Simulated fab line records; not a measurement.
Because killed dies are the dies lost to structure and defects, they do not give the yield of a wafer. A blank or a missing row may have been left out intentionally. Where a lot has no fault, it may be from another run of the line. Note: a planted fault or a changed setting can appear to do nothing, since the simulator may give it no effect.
Struck lot and sound lot, side by side    flow sky130    16 out of 708 route steps
Sound: the wafers L195.4, L195.5, L195.6. Wafers struck: L199.2, L199.4, L199.5. At the end, the cause is stated.
At each step with rows: each side's tool, then ch and its chambers, then its first start. Under that, the readings that differ: sound wafers    struck wafers    difference of the means    sigmas: that difference in standard deviations of wafers without a fault.
alike: a reading whose means differ by less than 2 such deviations, as well as words and numbers matching on both sides. not compared: withheld readings; readings where some wafer has no value; bounds like >300 that might hide an equal value; numbers whose values overlap and for which the record gives no deviation.
Wherever a step has rows on one side only, a row that says differs or no value, or a row with sigmas, the two part there. Non-overlapping numbers with no deviation appear without sigmas and do not part them. A reading that every wafer of one side lacks parts them only if that side has two wafers or more.

first, 3 steps without rows for these wafers: SKY_SONOS_TUNNEL_EXPOSE_04 (exposes mask TUNM, target cd 410 nm); SKY_SONOS_TUNNEL_PEB_05; SKY_SONOS_TUNNEL_DEVELOP_06 (develop time 60 s).
SKY_SONOS_TUNNEL_CD_MEAS_07: the cd target is 410 nm.
  sound on cd-sem-01, day 14 15:27; struck on cd-sem-02, day 16 05:23
  alike: cd-nm
SKY_SONOS_TUNNEL_OVL_MEAS_08:
  sound on overlay-01, day 14 15:32; struck on overlay-01, day 16 05:30
  alike: SONOS_TUNNEL_OVL
then, 3 steps without rows for these wafers: SKY_SONOS_TUNNEL_IMPLANT_09; SKY_SONOS_TUNNEL_WET_ETCH_10 (etches SiO2 in dHF, target depth 14 nm, time 280 s); SKY_SONOS_TUNNEL_STRIP_11 (strips in SPM, time 600 s).
SKY_SONOS_TUNNEL_TW_MEAS_12:
  sound on film-metro-02, day 14 15:59; struck on film-metro-04, day 16 05:58
  alike: SONOS_TUNNEL_TW
then, 2 steps without rows for these wafers: SKY_SONOS_TUNNEL_CLEAN_13 (cleans in dHF, time 20 s); SKY_SONOS_ONO_OXIDATION_00 (stabilise 600 s, purge 300 s, target thk 2.6 nm).
SKY_SONOS_ONO_THK_MEAS_01:
  sound on film-metro-04, day 14 17:41; struck on film-metro-01, day 16 07:52
  alike: SONOS_ONO_OXIDATION_THK
SKY_SONOS_ONO_CVD_02: deposits Si3N4 from DCS/NH3, target thk 10.5 nm, time 180 s.
  sound on lpcvd-02 ch 1, day 14 19:14; struck on lpcvd-02 ch 1, day 16 09:37
reading                                      sound              struck             difference  sigmas
spike-tc-centre-C (C)                        771.8 771.2 771.2  792.4 794.4 792.4  +21.7       +22
spike-tc-upper-C (C)                         770.3 771.1 770.9  768.0 768.0 766.5  -3.3        -3
zone-power-centre-pct (%)                    15.3 15.6 15.5     22.0 21.6 21.9     +6.4        +11
zone-power-lower-pct (%)                     12.1 12.3 12.3     9.6 9.7 9.5        -2.6        -2
zone-power-upper-pct (%)                     13.22 13.45 13.20  10.36 10.43 10.47  -2.87       -11
model.Si3N4_of_SONOS_ONO_CVD_02.thk-nm (nm)  10.65 10.56 10.61  10.84 11.38 11.54  +0.65       
  alike: spike-tc-lower-C
SKY_SONOS_ONO_THK_MEAS_03:
  sound on film-metro-03, day 14 20:19; struck on film-metro-01, day 16 10:41
reading                    sound              struck             difference  sigmas
SONOS_ONO_CVD_02_THK (nm)  10.66 10.51 10.60  10.81 11.37 11.52  +0.64       +4
then, 1 step without rows for these wafers: SKY_SONOS_ONO_CVD_04 (deposits SiO2 from SiH4/N2O, target thk 5.7199 nm).
-- the record jumps here: 33 days lie between the struck wafers' starts before and after (it left off in module SONOS_ONO and takes up again in module PAD_OPEN, whose first step shown is number 708 of the route) --
SKY_PAD_OPEN_PROBE_99:
  sound on prober-02, day 48 06:47; struck on prober-02, day 49 09:02
reading                                sound                    struck                   difference  sigmas
model.etest.cap-ono.gate-log10-a-cm2   -7.877 -7.922 -7.756     -8.101 -8.457 -8.76      -0.588      
model.etest.cap-ono.tox-acc-nm (nm)    12.82 12.85 12.72        13.02 13.38 13.54        +0.52       
model.etest.sonos-programmed.vt-v (V)  1.467 1.457 1.549        1.36 1.201 1.106         -0.27       
model.etest.sonos-erased.vt-v (V)      -2.305 -2.28 -2.322      -2.235 -2.082 -1.945     +0.215      
model.etest.sonos-baked.vt-v (V)       0.9775 0.9466 0.95       0.9377 0.7937 0.7232     -0.1398     
model.etest.sonos-baked.vt-less-v (V)  -0.4891 -0.5105 -0.5991  -0.4224 -0.4071 -0.3831  +0.1287     
  alike: killed_at_M0_to_M3, killed_at_M4_up, killed-at-contacts, killed-at-front-end, killed-at-other, killed-dies, killed-open, killed-short

WHERE THEY PART
Earliest at SKY_SONOS_ONO_CVD_02; latest, in this record, at SKY_SONOS_ONO_THK_MEAS_03. Later steps at which nothing parts them and some readings are alike: SKY_PAD_OPEN_PROBE_99.

WHY: what the simulator had put in
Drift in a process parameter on lpcvd-02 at SKY_SONOS_ONO_CVD_02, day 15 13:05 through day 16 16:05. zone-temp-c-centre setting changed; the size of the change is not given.
